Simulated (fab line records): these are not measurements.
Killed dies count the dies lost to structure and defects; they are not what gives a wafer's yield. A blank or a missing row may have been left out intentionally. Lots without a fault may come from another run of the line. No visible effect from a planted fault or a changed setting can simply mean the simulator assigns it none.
A struck lot beside a sound one :: flow gf180mcu :: 15 out of 602 route steps
Sound: the wafers L520.1, L520.2, L520.5. Struck: wafers L527.2, L527.3, L527.4. The cause is given at the end.
Each step with rows lists, per side, the tool, then ch with its chambers, then its first start. Under that, the readings that differ: sound wafers :: struck wafers :: difference of the means :: sigmas: that difference in standard deviations of wafers without a fault.
alike: words and numbers the same on both sides, and readings whose means are apart by under 2 such deviations; not compared: readings that were withheld, readings missing a value for some wafer, numbers with overlapping values and no deviation given by the record, and bounds like >300 which may hide the same value.
Wherever a step has rows on one side only, a row that says differs or no value, or a row with sigmas, the two part there. Numbers that don't overlap but have no deviation are shown without sigmas and don't part them. Lack of a reading on every wafer of one side parts them only where that side has two or more wafers.

GF_V3_CMP_04: polishes SiO2.
  sound on cmp-01 ch 0,3, day 21 06:33; struck on cmp-02 ch 0,1,2, day 23 20:26
  alike: motorCurrentA, timeToEndpointS
GF_V3_BOW_MEAS_05:
  sound on filmMetro-01, day 21 06:51; struck on filmMetro-01, day 23 20:43
  alike: V3_BOW
then, 8 steps without rows for these wafers: GF_V3_DEHYDRATE_06 (time 60 s); GF_V3_HMDS_07 (prime time 60 s); GF_V3_COAT_08; GF_V3_COAT_09 (resist thk 1000 nm); GF_V3_SOFTBAKE_10 (time 60 s); GF_V3_EXPOSE_11 (exposes mask Via3, target cd 260 nm); GF_V3_PEB_12 (peb time 90 s); GF_V3_DEVELOP_13 (develop time 60 s).
GF_V3_CD_MEAS_14: the cd target is 260 nm.
  sound on cdSem-01, day 22 06:55; struck on cdSem-02, day 24 18:49
  alike: cdNm
GF_V3_OVL_MEAS_15:
  sound on overlay-01, day 22 07:02; struck on overlay-01, day 24 18:55
reading: V3_OVL (nm)
sound: 9 17 10
struck: 1 2 -2
difference: -12
sigmas: -2
GF_V3_ETCH_16: etches BARC in N2/H2.
  sound on rieDiel-03 ch 0,3, day 22 07:04; struck on rieDiel-01 ch 0,1,2, day 24 18:57
reading: rfFwdPowerW (W)
sound: 490.9 496.3 494.0
struck: 414.2 415.9 418.0
difference: -77.7
sigmas: -30
  alike: drypumpMotorCurrentA, oesProductAu, throttleValvePct
GF_V3_ETCH_17: etches SiO2 in C4F8/O2/Ar, stops on TiN, target depth 635 nm.
  sound: rieDiel-03 ch 0,3; struck: rieDiel-01 ch 0,1,2
  alike: oesProductAu, rfFwdPowerW
following that, these wafers have no rows for 1 step: GF_PASSIVATION_PROBE_99.

== WHERE THEY PART ==
Last at GF_V3_ETCH_16 as far as this record goes, first at GF_V3_OVL_MEAS_15. Later steps at which nothing parts them and some readings are alike: GF_V3_ETCH_17.

WHY: whatever the simulator had introduced
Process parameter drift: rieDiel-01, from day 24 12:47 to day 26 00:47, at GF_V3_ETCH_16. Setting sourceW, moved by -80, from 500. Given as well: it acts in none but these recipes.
